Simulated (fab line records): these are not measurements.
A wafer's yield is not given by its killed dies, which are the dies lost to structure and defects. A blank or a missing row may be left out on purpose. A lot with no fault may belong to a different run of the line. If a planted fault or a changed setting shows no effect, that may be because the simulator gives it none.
Problem report, 8D (eight disciplines) form, completed by code + flow gf180mcu + the parts of the form that need people (team, actions taken, sign-off) are left out

## 1. THE PROBLEM
At GF_STI_WET_ETCH_28, runLengthS averages 44 s over 6 wafers from 2 lots, while fault-free wafers read 68 s, standard deviation 3. Measured from the usual mean, that is -7.8 standard deviations.
The step: etches SiO2 in dHF, target depth 20 nm, time 40 s.
First observed at day 3 21:47: wafer L928.1, on wetBench-01. The record holds 42 wafers of 14 lots with a number at this step. By rule, "out" or "out of limits" means more than 4 standard deviations away from the usual mean. All remaining wafers that have a number are taken as sound.

## 2. WHAT IT IS, WHAT IT ISN'T
| question                    | is                     | is not                                                                                                         |
|-----------------------------|------------------------|----------------------------------------------------------------------------------------------------------------|
| which readings at this step | runLengthS             | -                                                                                                              |
| which lots                  | L928, L930             | L921, L922, L923, L925, L929, L932, L934, L936, L938, L939, L942, L943                                         |
| which wafers of those lots  | all that have a number | -                                                                                                              |
| read on which tools         | wetBench-01            | wetBench-03, wetBench-04                                                                                       |
| when                        | from day 3 21:47       | up to then (12 sound wafers); but 24 sound wafers of L929, L932, L934, L936, L938, L939, L942, L943 came after |

## 3. THE SUSPECTS, EACH WITH WHAT RULES IT OUT
Counting: a tool at a process step up to the reading stays a suspect if it ran every lot that is out and no sound lot after the first of them.
- wetBench-01 at GF_STI_WET_ETCH_28 (etches SiO2 in dHF, target depth 20 nm, time 40 s): kept. Every lot that is out went through it, starting with L928 (day 3 21:47), and after that it ran no sound lot; the last sound lot it ran before then is L922 (day 2 15:08). Its own readings are out on those wafers: runLengthS.
Left after counting: wetBench-01 at GF_STI_WET_ETCH_28.

## 4. THE CAUSE (what the simulator had put in)
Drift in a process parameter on wetBench-01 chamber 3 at GF_STI_WET_ETCH_28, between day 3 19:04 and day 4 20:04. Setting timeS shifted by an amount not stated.
This tool alone remained once counting was done.

## 5. THE EFFECT CHAIN, in route order
Each row: a reading whose mean over the struck wafers that have a number lies more than 3 standard deviations from the usual. Scope: only readings with a usual standard deviation given in the record; hours: median across lots of the time from each lot's start at the first step in this table that gives one to its start at this step; sigmas: change in usual standard deviations.
| hours | step               | reading    | usual | on struck wafers | change | sigmas |
|-------|--------------------|------------|-------|------------------|--------|--------|
| 0     | GF_STI_WET_ETCH_28 | runLengthS | 68 s  | 44               | -24    | -7.8   |
It contains these process steps:
- GF_STI_WET_ETCH_28: etches SiO2 in dHF, target depth 20 nm, time 40 s.
At these later measuring or inspecting steps, every struck wafer for which the step has a row has a number for every such reading, and none has moved that far: GF_VT_IMPLANT_RS_MEAS_46, GF_DUAL_GATE_OVL_MEAS_11.

## 6. HOW IT WOULD HAVE BEEN CAUGHT EARLIER
In this record the first reading out of limits was taken at day 3 21:47, 3 hours after the fault began at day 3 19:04.
